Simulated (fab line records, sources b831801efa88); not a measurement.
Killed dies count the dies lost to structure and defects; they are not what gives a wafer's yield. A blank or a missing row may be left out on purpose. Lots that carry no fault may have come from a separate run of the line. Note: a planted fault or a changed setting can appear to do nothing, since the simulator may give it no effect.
2 desks looking at one fault + flow sky130 + only its own numbers are on each desk; what lay behind them is given at the end

AT THE METROLOGY DESK
What the gauges read, lot by lot, whatever tool the lot ran on: means of the sampled wafers that have a number. A lot is out of limits, marked OUT, if its mean lies more than 4 standard deviations from the usual mean; the brackets give that distance.
Columns: A = SD_N_OVL at SKY_SD_N_OVL_MEAS_08, usual -1.8 nm; B = VIA1_BOW at SKY_VIA1_BOW_MEAS_03, usual 79 um
| lot  | first seen here | A    | B  |
|------|-----------------|------|----|
| L638 | day 27 13:53    | -3.1 | 81 |
| L639 | day 27 19:47    | -1.8 | 74 |
| L640 | day 28 12:45    | -1.6 | 70 |
| L641 | day 28 18:41    | -0.4 | 81 |
| L642 | day 29 04:59    | -1.0 | 74 |
| L643 | day 29 10:56    | -2.6 | 82 |
| L645 | day 30 01:05    | -4.2 | 72 |
| L646 | day 30 13:03    | 0.3  | 77 |
| L647 | day 30 19:14    | -3.6 | 83 |
| L654 | day 32 19:53    | -0.4 | 77 |
| L659 | day 34 14:35    | -0.6 | 83 |
| L660 | day 34 17:18    | -1.2 | 70 |
This desk found nothing out of limits on any of the 12 lots.

FOR THE TOOL OWNER'S DESK: litho track-01
The tool's own readings at SKY_VIA3_SOFTBAKE_08 (time 90 s): means of the sampled wafers that have a number, for each lot that ran on this tool. A lot is out of limits, marked OUT, if its mean lies more than 4 standard deviations from the usual mean; the brackets give that distance.
Columns: A = heater power total W at SKY_VIA3_SOFTBAKE_08, usual 57.36 W; B = run length s at SKY_VIA3_SOFTBAKE_08, usual 119.14 s
| lot  | first seen here | A               | B                |
|------|-----------------|-----------------|------------------|
| L645 | day 41 01:00    | 57.42           | 119.00           |
| L646 | day 41 14:00    | 57.34           | 119.04           |
| L654 | day 43 15:00    | 58.69 (+12) OUT | 113.67 (-46) OUT |
This desk's finding: out of limits on L654; first on L654, day 43 15:00 (heater power total W at SKY_VIA3_SOFTBAKE_08). In limits: L645, L646.

PUT TOGETHER
On L654, at day 43 15:00, an alarm was possible from the tool owner's desk.
From the metrology desk's view, nothing was out of limits.
The metrology desk has L654 on record, within its limits.
The lots listed all ran SKY_VIA3_SOFTBAKE_08 on litho track-01.

WHAT THE SIMULATOR PUT IN
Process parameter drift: litho track-01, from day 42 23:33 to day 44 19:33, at SKY_VIA3_SOFTBAKE_08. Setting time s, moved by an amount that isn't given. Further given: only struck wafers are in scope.
Shown lots that were struck: L654.
Time in hours from fault onset to the first out-of-limits reading at each desk: the tool owner's desk, 15.
